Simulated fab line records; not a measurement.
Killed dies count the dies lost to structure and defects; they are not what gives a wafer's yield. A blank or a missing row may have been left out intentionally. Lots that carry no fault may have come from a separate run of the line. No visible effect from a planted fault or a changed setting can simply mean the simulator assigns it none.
Split-lot experiment    flow sky130    23 wafers read across 5 lots, on a route 708 steps long

ON THE SPLIT
At SKY_RES_PROTECT_SOFTBAKE_03 (time 60 s), the setting tempC was moved away from the recipe's 90 C on 8 of the 23 wafers read, by -3.4% to +4.1%. The other wafers ran this setting at the recipe's value.

FROM THE SPLIT TO THE READING: what the file shows between them, 2 steps
- SKY_RES_PROTECT_EXPOSE_04: exposes mask RPM, target cd 1270 nm
- SKY_RES_PROTECT_PEB_05

THE READING
NOVOLAK_of_RES_PROTECT_COAT_02.thkNm (the simulator's own value, which no gauge read), in nm, at SKY_RES_PROTECT_DEVELOP_06 (develop time 60 s). The file gives no usual value for it. Average 1141 nm, standard deviation 2.4 nm, over the 15 wafers here run with the recipe.

wafer   tool, chamber at the split  tempC as run, C  against the recipe  NOVOLAK_of_RES_PROTECT_COAT_02.thkNm, nm  against lot-mates on the recipe
L076.2  lithoTrack-01, 0            91.18            +1.3%               1139                                      -4
L076.3  lithoTrack-01, 0            91.18            +1.3%               1137                                      -6
L076.4  lithoTrack-01, 0            90               recipe              1142                                      -
L076.5  lithoTrack-01, 0            91.18            +1.3%               1134                                      -8
L076.6  lithoTrack-01, 0            90               recipe              1143                                      -
L079.1  lithoTrack-01, 0            93.71            +4.1%               1131                                      -13
L079.2  lithoTrack-01, 0            90               recipe              1144                                      -
L079.3  lithoTrack-01, 0            93.71            +4.1%               1128                                      -16
L079.4  lithoTrack-01, 0            90               recipe              1143                                      -
L079.5  lithoTrack-01, 0            90               recipe              1146                                      -
L080.1  lithoTrack-01, 0            90               recipe              1140                                      -
L080.3  lithoTrack-01, 0            90               recipe              1141                                      -
L080.4  lithoTrack-01, 0            90               recipe              1138                                      -
L080.5  lithoTrack-01, 0            90               recipe              1136                                      -
L080.6  lithoTrack-01, 0            90               recipe              1139                                      -
L081.1  lithoTrack-02, 0            90               recipe              1142                                      -
L081.2  lithoTrack-02, 0            90               recipe              1141                                      -
L081.6  lithoTrack-02, 0            90               recipe              1143                                      -
L085.1  lithoTrack-01, 0            86.95            -3.4%               1150                                      +8
L085.2  lithoTrack-01, 0            90               recipe              1142                                      -
L085.4  lithoTrack-01, 0            86.95            -3.4%               1152                                      +10
L085.5  lithoTrack-01, 0            90               recipe              1141                                      -
L085.6  lithoTrack-01, 0            86.95            -3.4%               1151                                      +10

THE FIT
A straight line over all 23 wafers: NOVOLAK_of_RES_PROTECT_COAT_02.thkNm changes by -2.91 nm for each +1% of tempC; r = -0.92; the points scatter about the line by 2.3 nm.
The same after taking each lot's own level away (the mean of its wafers on the recipe; 23 wafers): -3.27 nm for each +1%; r = -0.97; scatter 1.6 nm.
That fit puts the effect of the largest move of tempC on the reading at 13 nm.
The span of the lots' own levels, 1138.8 to 1144.3 nm, comes to 2.3 times the standard deviation stated above.
In other words, the slope is changed by the lot-to-lot level; the two fits disagree.
Check: with one of the wafers moved furthest among these (+4.1%) left out of the fit, the line predicts -14.3 nm for it against its lot-mates. It came out at -13.3 nm against them.

FURTHER SPLITS ON THESE WAFERS
Before the reading, these wafers also passed through other splits. Each is held against what the fit with the lots' levels taken away leaves over:
other split on the same wafers            wafers away from the commonest value  r with NOVOLAK_of_RES_PROTECT_COAT_02.thkNm (lot level and that fit taken away)
SKY_VT_ADJUST_HVTR_IMPLANT_09 energyKev   4                                     +0.25
SKY_SONOS_TUNNEL_EXPOSE_04 doseMj         8                                     +0.00
SKY_SONOS_TUNNEL_DEVELOP_06 developTimeS  6                                     -0.13
SKY_SONOS_ONO_CVD_02 timeS                10                                    -0.21
SKY_SONOS_ONO_EXPOSE_10 doseMj            11                                    -0.15
SKY_SONOS_ONO_WET_ETCH_16 tempC           15                                    +0.06
SKY_GATE_OXIDE_COAT_05 resistThkNm        11                                    -0.06

THE WHOLE CHAIN: every reading that the file lists as answering this split, in the file's order
step                        what it does       reading                                                                                change (the file's fit)               r (the file's)
SKY_RES_PROTECT_DEVELOP_06  develop time 60 s  NOVOLAK_of_RES_PROTECT_COAT_02.thkNm (the simulator's own value, which no gauge read)  -3.3 nm for each +1% of the setting   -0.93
SKY_RES_PROTECT_STRIP_07    strips in O2/N2    stripTimeToEndpointS                                                                   withheld for each +1% of the setting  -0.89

FILE'S OWN FIT
NOVOLAK_of_RES_PROTECT_COAT_02.thkNm changes by -3.3 nm for each +1% of tempC, r = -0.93.
